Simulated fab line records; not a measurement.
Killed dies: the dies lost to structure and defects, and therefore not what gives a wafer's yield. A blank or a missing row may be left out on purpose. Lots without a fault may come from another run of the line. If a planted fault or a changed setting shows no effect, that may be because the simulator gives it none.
Which tool was responsible? || flow gf180mcu || Sampling: 24 lots, 72 wafers, 4 of 602 route steps

== WHAT THE GAUGES READ, wafer by wafer ==
GF_M3_OVL_MEAS_15.
{"lot": "L074", "measured": "day 21 08:48", "on": "overlay-01", "M3_OVL (nm)": "7 7 9"}
{"lot": "L075", "measured": "day 21 19:15", "on": "overlay-01", "M3_OVL (nm)": "10 5 10"}
{"lot": "L076", "measured": "day 22 04:17", "on": "overlay-02", "M3_OVL (nm)": "3 5 2"}
{"lot": "L078", "measured": "day 22 19:41", "on": "overlay-01", "M3_OVL (nm)": "7 5 0"}
{"lot": "L077", "measured": "day 22 21:14", "on": "overlay-01", "M3_OVL (nm)": "2 6 2"}
{"lot": "L079", "measured": "day 22 22:17", "on": "overlay-01", "M3_OVL (nm)": "9 14 1"}
{"lot": "L080", "measured": "day 23 14:09", "on": "overlay-02", "M3_OVL (nm)": "9 -3 6"}
{"lot": "L081", "measured": "day 23 20:35", "on": "overlay-01", "M3_OVL (nm)": "10 -1 6"}
{"lot": "L082", "measured": "day 24 08:54", "on": "overlay-01", "M3_OVL (nm)": "-4 -1 1"}
{"lot": "L083", "measured": "day 24 15:43", "on": "overlay-02", "M3_OVL (nm)": "-6 -3 5"}
{"lot": "L084", "measured": "day 24 21:17", "on": "overlay-02", "M3_OVL (nm)": "8 4 8"}
{"lot": "L085", "measured": "day 25 11:28", "on": "overlay-02", "M3_OVL (nm)": "11 5 1"}
{"lot": "L086", "measured": "day 25 17:34", "on": "overlay-02", "M3_OVL (nm)": "11 -1 13"}
{"lot": "L087", "measured": "day 26 07:59", "on": "overlay-02", "M3_OVL (nm)": "10 4 7"}
{"lot": "L088", "measured": "day 26 10:44", "on": "overlay-02", "M3_OVL (nm)": "8 3 11"}
{"lot": "L089", "measured": "day 26 14:53", "on": "overlay-01", "M3_OVL (nm)": "3 -2 3"}
{"lot": "L090", "measured": "day 26 21:14", "on": "overlay-02", "M3_OVL (nm)": "-7 2 -3"}
{"lot": "L091", "measured": "day 27 02:57", "on": "overlay-02", "M3_OVL (nm)": "2 -6 10"}
{"lot": "L092", "measured": "day 27 09:58", "on": "overlay-01", "M3_OVL (nm)": "17 15 21"}
{"lot": "L093", "measured": "day 27 15:36", "on": "overlay-02", "M3_OVL (nm)": "10 7 1"}
{"lot": "L094", "measured": "day 28 00:36", "on": "overlay-02", "M3_OVL (nm)": "4 2 2"}
{"lot": "L095", "measured": "day 28 09:32", "on": "overlay-02", "M3_OVL (nm)": "9 12 10"}
{"lot": "L096", "measured": "day 28 16:11", "on": "overlay-02", "M3_OVL (nm)": "5 10 0"}
{"lot": "L097", "measured": "day 28 23:58", "on": "overlay-01", "M3_OVL (nm)": "0 13 -1"}

== WHICH TOOL RAN EACH LOT (tool, then ch and the chambers of the sampled wafers, then the start) ==
{"lot": "L074", "GF_CONTACT_SPUTTER_23": "pvd-sputter-04, day 16 02:56", "GF_V1_STRIP_18": "plasma-asher-02 ch 0,1, day 18 03:52", "GF_V2_CMP_26": "cmp-02 ch 0,2,3, day 20 08:10"}
{"lot": "L075", "GF_CONTACT_SPUTTER_23": "pvd-sputter-04, day 16 13:05", "GF_V1_STRIP_18": "plasma-asher-03 ch 0,1, day 18 14:49", "GF_V2_CMP_26": "cmp-01 ch 2,3, day 20 19:25"}
{"lot": "L076", "GF_CONTACT_SPUTTER_23": "pvd-sputter-03, day 16 21:26", "GF_V1_STRIP_18": "plasma-asher-04 ch 0,1, day 18 23:08", "GF_V2_CMP_26": "cmp-01 ch 0,1,2, day 21 04:10"}
{"lot": "L078", "GF_CONTACT_SPUTTER_23": "pvd-sputter-01, day 17 12:32", "GF_V1_STRIP_18": "plasma-asher-03 ch 1, day 19 15:17", "GF_V2_CMP_26": "cmp-01 ch 0,2,3, day 21 19:40"}
{"lot": "L077", "GF_CONTACT_SPUTTER_23": "pvd-sputter-04, day 17 15:50", "GF_V1_STRIP_18": "plasma-asher-02 ch 0,1, day 19 17:56", "GF_V2_CMP_26": "cmp-01 ch 1,2, day 21 21:58"}
{"lot": "L079", "GF_CONTACT_SPUTTER_23": "pvd-sputter-03, day 17 17:35", "GF_V1_STRIP_18": "plasma-asher-04 ch 0,1, day 19 20:19", "GF_V2_CMP_26": "cmp-01 ch 0,3, day 21 22:58"}
{"lot": "L080", "GF_CONTACT_SPUTTER_23": "pvd-sputter-01, day 18 07:52", "GF_V1_STRIP_18": "plasma-asher-04 ch 0,1, day 20 10:58", "GF_V2_CMP_26": "cmp-01 ch 1,2,3, day 22 14:55"}
{"lot": "L081", "GF_CONTACT_SPUTTER_23": "pvd-sputter-01, day 18 14:59", "GF_V1_STRIP_18": "plasma-asher-02 ch 0,1, day 20 18:13", "GF_V2_CMP_26": "cmp-01 ch 1,2,3, day 22 21:22"}
{"lot": "L082", "GF_CONTACT_SPUTTER_23": "pvd-sputter-03, day 19 04:13", "GF_V1_STRIP_18": "plasma-asher-03 ch 0,1, day 21 07:11", "GF_V2_CMP_26": "cmp-02 ch 0,1,2, day 23 09:47"}
{"lot": "L083", "GF_CONTACT_SPUTTER_23": "pvd-sputter-04, day 19 11:10", "GF_V1_STRIP_18": "plasma-asher-03 ch 0,1, day 21 14:15", "GF_V2_CMP_26": "cmp-02 ch 0,1,2, day 23 16:55"}
{"lot": "L084", "GF_CONTACT_SPUTTER_23": "pvd-sputter-04, day 19 18:41", "GF_V1_STRIP_18": "plasma-asher-04 ch 0,1, day 21 21:28", "GF_V2_CMP_26": "cmp-02 ch 0,3, day 23 22:59"}
{"lot": "L085", "GF_CONTACT_SPUTTER_23": "pvd-sputter-03, day 20 09:50", "GF_V1_STRIP_18": "plasma-asher-02 ch 0,1, day 22 12:00", "GF_V2_CMP_26": "cmp-02 ch 1,2, day 24 12:56"}
{"lot": "L086", "GF_CONTACT_SPUTTER_23": "pvd-sputter-03, day 20 16:24", "GF_V1_STRIP_18": "plasma-asher-02 ch 0,1, day 22 18:43", "GF_V2_CMP_26": "cmp-01 ch 0,1,2, day 24 20:04"}
{"lot": "L087", "GF_CONTACT_SPUTTER_23": "pvd-sputter-04, day 21 10:03", "GF_V1_STRIP_18": "plasma-asher-04 ch 0,1, day 23 10:52", "GF_V2_CMP_26": "cmp-01 ch 0,2, day 25 10:27"}
{"lot": "L088", "GF_CONTACT_SPUTTER_23": "pvd-sputter-01, day 21 10:53", "GF_V1_STRIP_18": "plasma-asher-03 ch 0,1, day 23 11:37", "GF_V2_CMP_26": "cmp-02 ch 0,1,3, day 25 12:36"}
{"lot": "L089", "GF_CONTACT_SPUTTER_23": "pvd-sputter-04, day 21 17:32", "GF_V1_STRIP_18": "plasma-asher-02 ch 0,1, day 23 18:34", "GF_V2_CMP_26": "cmp-02 ch 0,1,3, day 25 17:37"}
{"lot": "L090", "GF_CONTACT_SPUTTER_23": "pvd-sputter-04, day 22 00:02", "GF_V1_STRIP_18": "plasma-asher-03 ch 0,1, day 24 00:48", "GF_V2_CMP_26": "cmp-02 ch 0,1,3, day 25 23:22"}
{"lot": "L091", "GF_CONTACT_SPUTTER_23": "pvd-sputter-03, day 22 09:28", "GF_V1_STRIP_18": "plasma-asher-02 ch 0,1, day 24 08:07", "GF_V2_CMP_26": "cmp-02 ch 0,1,2, day 26 06:05"}
{"lot": "L092", "GF_CONTACT_SPUTTER_23": "pvd-sputter-04, day 22 14:41", "GF_V1_STRIP_18": "plasma-asher-04 ch 0, day 24 14:37", "GF_V2_CMP_26": "cmp-02 ch 0,1,2, day 26 12:58"}
{"lot": "L093", "GF_CONTACT_SPUTTER_23": "pvd-sputter-04, day 22 21:43", "GF_V1_STRIP_18": "plasma-asher-04 ch 0,1, day 24 20:16", "GF_V2_CMP_26": "cmp-01 ch 0,2,3, day 26 18:41"}
{"lot": "L094", "GF_CONTACT_SPUTTER_23": "pvd-sputter-01, day 23 09:17", "GF_V1_STRIP_18": "plasma-asher-04 ch 0,1, day 25 06:43", "GF_V2_CMP_26": "cmp-01 ch 0,3, day 27 03:23"}
{"lot": "L095", "GF_CONTACT_SPUTTER_23": "pvd-sputter-01, day 23 17:07", "GF_V1_STRIP_18": "plasma-asher-03 ch 0,1, day 25 15:19", "GF_V2_CMP_26": "cmp-02 ch 0,1,2, day 27 13:05"}
{"lot": "L096", "GF_CONTACT_SPUTTER_23": "pvd-sputter-01, day 24 02:08", "GF_V1_STRIP_18": "plasma-asher-04 ch 0,1, day 25 23:50", "GF_V2_CMP_26": "cmp-02 ch 1,2,3, day 27 20:17"}
{"lot": "L097", "GF_CONTACT_SPUTTER_23": "pvd-sputter-01, day 24 11:08", "GF_V1_STRIP_18": "plasma-asher-04 ch 0,1, day 26 08:14", "GF_V2_CMP_26": "cmp-02 ch 0,1,2, day 28 05:14"}
- GF_CONTACT_SPUTTER_23: material TiN, target thk 10 nm, time 40 s.
- GF_V1_STRIP_18: strips in O2/N2.
- GF_V2_CMP_26: polishes, stops on SiO2, t overpolish 15 s, target thk 0 nm.

== WHAT THE TOOLS THEMSELVES READ (means of the sampled wafers that have a number; where no wafer has one, the mark that the record gives instead) ==
GF_CONTACT_SPUTTER_23.
{"lot": "L074", "tool": "pvd-sputter-04", "throttle-valve-pct (%)": 29.3}
{"lot": "L075", "tool": "pvd-sputter-04", "throttle-valve-pct (%)": 30.7}
{"lot": "L076", "tool": "pvd-sputter-03", "throttle-valve-pct (%)": 30.5}
{"lot": "L078", "tool": "pvd-sputter-01", "throttle-valve-pct (%)": 31.0}
{"lot": "L077", "tool": "pvd-sputter-04", "throttle-valve-pct (%)": 30.2}
{"lot": "L079", "tool": "pvd-sputter-03", "throttle-valve-pct (%)": 30.4}
{"lot": "L080", "tool": "pvd-sputter-01", "throttle-valve-pct (%)": 31.2}
{"lot": "L081", "tool": "pvd-sputter-01", "throttle-valve-pct (%)": 30.7}
{"lot": "L082", "tool": "pvd-sputter-03", "throttle-valve-pct (%)": 29.8}
{"lot": "L083", "tool": "pvd-sputter-04", "throttle-valve-pct (%)": 29.6}
{"lot": "L084", "tool": "pvd-sputter-04", "throttle-valve-pct (%)": 30.2}
{"lot": "L085", "tool": "pvd-sputter-03", "throttle-valve-pct (%)": 29.9}
{"lot": "L086", "tool": "pvd-sputter-03", "throttle-valve-pct (%)": 31.2}
{"lot": "L087", "tool": "pvd-sputter-04", "throttle-valve-pct (%)": 29.4}
{"lot": "L088", "tool": "pvd-sputter-01", "throttle-valve-pct (%)": 30.3}
{"lot": "L089", "tool": "pvd-sputter-04", "throttle-valve-pct (%)": 30.6}
{"lot": "L090", "tool": "pvd-sputter-04", "throttle-valve-pct (%)": 31.1}
{"lot": "L091", "tool": "pvd-sputter-03", "throttle-valve-pct (%)": 30.4}
{"lot": "L092", "tool": "pvd-sputter-04", "throttle-valve-pct (%)": 29.7}
{"lot": "L093", "tool": "pvd-sputter-04", "throttle-valve-pct (%)": 30.7}
{"lot": "L094", "tool": "pvd-sputter-01", "throttle-valve-pct (%)": 31.1}
{"lot": "L095", "tool": "pvd-sputter-01", "throttle-valve-pct (%)": 30.5}
{"lot": "L096", "tool": "pvd-sputter-01", "throttle-valve-pct (%)": 31.3}
{"lot": "L097", "tool": "pvd-sputter-01", "throttle-valve-pct (%)": 30.7}

GF_V1_STRIP_18.
{"lot": "L074", "tool": "plasma-asher-02", "drypump-motor-current-A (A)": 5.8, "heater-power-w (W)": 320, "n2-flow-sccm (sccm)": 300.0, "oes-product-au (a.u.)": 0.595}
{"lot": "L075", "tool": "plasma-asher-03", "drypump-motor-current-A (A)": 5.6, "heater-power-w (W)": 338, "n2-flow-sccm (sccm)": 300.3, "oes-product-au (a.u.)": 0.593}
{"lot": "L076", "tool": "plasma-asher-04", "drypump-motor-current-A (A)": 5.0, "heater-power-w (W)": 311, "n2-flow-sccm (sccm)": 301.2, "oes-product-au (a.u.)": 0.590}
{"lot": "L078", "tool": "plasma-asher-03", "drypump-motor-current-A (A)": 5.5, "heater-power-w (W)": 344, "n2-flow-sccm (sccm)": 298.7, "oes-product-au (a.u.)": 0.591}
{"lot": "L077", "tool": "plasma-asher-02", "drypump-motor-current-A (A)": 5.6, "heater-power-w (W)": 316, "n2-flow-sccm (sccm)": 300.1, "oes-product-au (a.u.)": 0.595}
{"lot": "L079", "tool": "plasma-asher-04", "drypump-motor-current-A (A)": 5.0, "heater-power-w (W)": 313, "n2-flow-sccm (sccm)": 299.0, "oes-product-au (a.u.)": 0.594}
{"lot": "L080", "tool": "plasma-asher-04", "drypump-motor-current-A (A)": 5.3, "heater-power-w (W)": 318, "n2-flow-sccm (sccm)": 300.0, "oes-product-au (a.u.)": 0.597}
{"lot": "L081", "tool": "plasma-asher-02", "drypump-motor-current-A (A)": 5.6, "heater-power-w (W)": 317, "n2-flow-sccm (sccm)": 300.9, "oes-product-au (a.u.)": 0.594}
{"lot": "L082", "tool": "plasma-asher-03", "drypump-motor-current-A (A)": 5.7, "heater-power-w (W)": 330, "n2-flow-sccm (sccm)": 299.8, "oes-product-au (a.u.)": 0.595}
{"lot": "L083", "tool": "plasma-asher-03", "drypump-motor-current-A (A)": 5.7, "heater-power-w (W)": 344, "n2-flow-sccm (sccm)": 299.7, "oes-product-au (a.u.)": 0.593}
{"lot": "L084", "tool": "plasma-asher-04", "drypump-motor-current-A (A)": 5.3, "heater-power-w (W)": 315, "n2-flow-sccm (sccm)": 299.9, "oes-product-au (a.u.)": 0.593}
{"lot": "L085", "tool": "plasma-asher-02", "drypump-motor-current-A (A)": 5.8, "heater-power-w (W)": 316, "n2-flow-sccm (sccm)": 299.7, "oes-product-au (a.u.)": 0.587}
{"lot": "L086", "tool": "plasma-asher-02", "drypump-motor-current-A (A)": 5.6, "heater-power-w (W)": 318, "n2-flow-sccm (sccm)": 300.7, "oes-product-au (a.u.)": 0.596}
{"lot": "L087", "tool": "plasma-asher-04", "drypump-motor-current-A (A)": 5.0, "heater-power-w (W)": 310, "n2-flow-sccm (sccm)": 299.6, "oes-product-au (a.u.)": 0.591}
{"lot": "L088", "tool": "plasma-asher-03", "drypump-motor-current-A (A)": 5.9, "heater-power-w (W)": 324, "n2-flow-sccm (sccm)": 300.5, "oes-product-au (a.u.)": 0.595}
{"lot": "L089", "tool": "plasma-asher-02", "drypump-motor-current-A (A)": 5.6, "heater-power-w (W)": 323, "n2-flow-sccm (sccm)": 299.9, "oes-product-au (a.u.)": 0.596}
{"lot": "L090", "tool": "plasma-asher-03", "drypump-motor-current-A (A)": 5.7, "heater-power-w (W)": 333, "n2-flow-sccm (sccm)": 300.3, "oes-product-au (a.u.)": 0.595}
{"lot": "L091", "tool": "plasma-asher-02", "drypump-motor-current-A (A)": 5.6, "heater-power-w (W)": 319, "n2-flow-sccm (sccm)": 300.7, "oes-product-au (a.u.)": 0.589}
{"lot": "L092", "tool": "plasma-asher-04", "drypump-motor-current-A (A)": 5.6, "heater-power-w (W)": 319, "n2-flow-sccm (sccm)": 299.9, "oes-product-au (a.u.)": 0.591}
{"lot": "L093", "tool": "plasma-asher-04", "drypump-motor-current-A (A)": 5.1, "heater-power-w (W)": 310, "n2-flow-sccm (sccm)": 300.0, "oes-product-au (a.u.)": 0.594}
{"lot": "L094", "tool": "plasma-asher-04", "drypump-motor-current-A (A)": 5.3, "heater-power-w (W)": 312, "n2-flow-sccm (sccm)": 300.3, "oes-product-au (a.u.)": 0.594}
{"lot": "L095", "tool": "plasma-asher-03", "drypump-motor-current-A (A)": 5.7, "heater-power-w (W)": 333, "n2-flow-sccm (sccm)": 300.1, "oes-product-au (a.u.)": 0.595}
{"lot": "L096", "tool": "plasma-asher-04", "drypump-motor-current-A (A)": 5.3, "heater-power-w (W)": 320, "n2-flow-sccm (sccm)": 300.3, "oes-product-au (a.u.)": 0.592}
{"lot": "L097", "tool": "plasma-asher-04", "drypump-motor-current-A (A)": 5.3, "heater-power-w (W)": 317, "n2-flow-sccm (sccm)": 300.7, "oes-product-au (a.u.)": 0.590}

GF_V2_CMP_26.
{"lot": "L074", "tool": "cmp-02", "motor-current-A (A)": 12.0, "overpolish-run-s (s)": 14.998, "slurry-flow-ml-min": 150.4, "time-to-endpoint-s (s)": 88}
{"lot": "L075", "tool": "cmp-01", "motor-current-A (A)": 10.0, "overpolish-run-s (s)": 15.000, "slurry-flow-ml-min": 149.6, "time-to-endpoint-s (s)": 86}
{"lot": "L076", "tool": "cmp-01", "motor-current-A (A)": 11.7, "overpolish-run-s (s)": 14.997, "slurry-flow-ml-min": 149.6, "time-to-endpoint-s (s)": 84}
{"lot": "L078", "tool": "cmp-01", "motor-current-A (A)": 11.2, "overpolish-run-s (s)": 15.002, "slurry-flow-ml-min": 149.8, "time-to-endpoint-s (s)": 87}
{"lot": "L077", "tool": "cmp-01", "motor-current-A (A)": 11.0, "overpolish-run-s (s)": 15.003, "slurry-flow-ml-min": 149.5, "time-to-endpoint-s (s)": 88}
{"lot": "L079", "tool": "cmp-01", "motor-current-A (A)": 11.4, "overpolish-run-s (s)": 14.997, "slurry-flow-ml-min": 150.2, "time-to-endpoint-s (s)": 83}
{"lot": "L080", "tool": "cmp-01", "motor-current-A (A)": 10.9, "overpolish-run-s (s)": 14.999, "slurry-flow-ml-min": 149.9, "time-to-endpoint-s (s)": 86}
{"lot": "L081", "tool": "cmp-01", "motor-current-A (A)": 11.1, "overpolish-run-s (s)": 14.993, "slurry-flow-ml-min": 150.2, "time-to-endpoint-s (s)": 86}
{"lot": "L082", "tool": "cmp-02", "motor-current-A (A)": 10.8, "overpolish-run-s (s)": 15.004, "slurry-flow-ml-min": 150.0, "time-to-endpoint-s (s)": 83}
{"lot": "L083", "tool": "cmp-02", "motor-current-A (A)": 10.9, "overpolish-run-s (s)": 15.000, "slurry-flow-ml-min": 150.1, "time-to-endpoint-s (s)": 82}
{"lot": "L084", "tool": "cmp-02", "motor-current-A (A)": 11.3, "overpolish-run-s (s)": 15.001, "slurry-flow-ml-min": 149.9, "time-to-endpoint-s (s)": 79}
{"lot": "L085", "tool": "cmp-02", "motor-current-A (A)": 10.2, "overpolish-run-s (s)": 14.992, "slurry-flow-ml-min": 150.2, "time-to-endpoint-s (s)": 86}
{"lot": "L086", "tool": "cmp-01", "motor-current-A (A)": 11.9, "overpolish-run-s (s)": 15.004, "slurry-flow-ml-min": 149.6, "time-to-endpoint-s (s)": 83}
{"lot": "L087", "tool": "cmp-01", "motor-current-A (A)": 11.9, "overpolish-run-s (s)": 15.003, "slurry-flow-ml-min": 150.0, "time-to-endpoint-s (s)": 84}
{"lot": "L088", "tool": "cmp-02", "motor-current-A (A)": 10.6, "overpolish-run-s (s)": 15.004, "slurry-flow-ml-min": 149.6, "time-to-endpoint-s (s)": 85}
{"lot": "L089", "tool": "cmp-02", "motor-current-A (A)": 11.0, "overpolish-run-s (s)": 15.002, "slurry-flow-ml-min": 150.0, "time-to-endpoint-s (s)": 78}
{"lot": "L090", "tool": "cmp-02", "motor-current-A (A)": 10.4, "overpolish-run-s (s)": 14.999, "slurry-flow-ml-min": 149.9, "time-to-endpoint-s (s)": 83}
{"lot": "L091", "tool": "cmp-02", "motor-current-A (A)": 10.7, "overpolish-run-s (s)": 14.995, "slurry-flow-ml-min": 150.1, "time-to-endpoint-s (s)": 83}
{"lot": "L092", "tool": "cmp-02", "motor-current-A (A)": 10.5, "overpolish-run-s (s)": 14.995, "slurry-flow-ml-min": 150.0, "time-to-endpoint-s (s)": 84}
{"lot": "L093", "tool": "cmp-01", "motor-current-A (A)": 11.4, "overpolish-run-s (s)": 15.004, "slurry-flow-ml-min": 150.1, "time-to-endpoint-s (s)": 81}
{"lot": "L094", "tool": "cmp-01", "motor-current-A (A)": 11.3, "overpolish-run-s (s)": 14.998, "slurry-flow-ml-min": 149.7, "time-to-endpoint-s (s)": 84}
{"lot": "L095", "tool": "cmp-02", "motor-current-A (A)": 10.6, "overpolish-run-s (s)": 15.009, "slurry-flow-ml-min": 149.9, "time-to-endpoint-s (s)": 82}
{"lot": "L096", "tool": "cmp-02", "motor-current-A (A)": 11.4, "overpolish-run-s (s)": 14.999, "slurry-flow-ml-min": 149.5, "time-to-endpoint-s (s)": 86}
{"lot": "L097", "tool": "cmp-02", "motor-current-A (A)": 10.7, "overpolish-run-s (s)": 15.006, "slurry-flow-ml-min": 149.6, "time-to-endpoint-s (s)": 85}

== THE ANSWER, worked out from the rows above alone ==
Rule: the lots themselves supply what counts as usual. The widest of any qualifying gaps counts: lots, ordered by their means at a reading, are off when they make up no more than a third of the lots, leave a main group of 4 or more, and stand apart from it by 3 or more times the standard deviation of that group's means. Not used: any main group whose means are identical at the precision the tables above print for the reading. Also off: a lot with no number at a reading for which 4 or more lots have one. The other lots that the step has rows for count as sound. First the gauges in route order, then the tools' own readings, where a lot's mean is used as printed above. At the first step where some lot is off, the reading lying furthest off is the one used; lots without a number count as furthest.
No lot is off at any reading shown: from this, nothing can be told.

== WHAT THE SIMULATOR PUT IN ==
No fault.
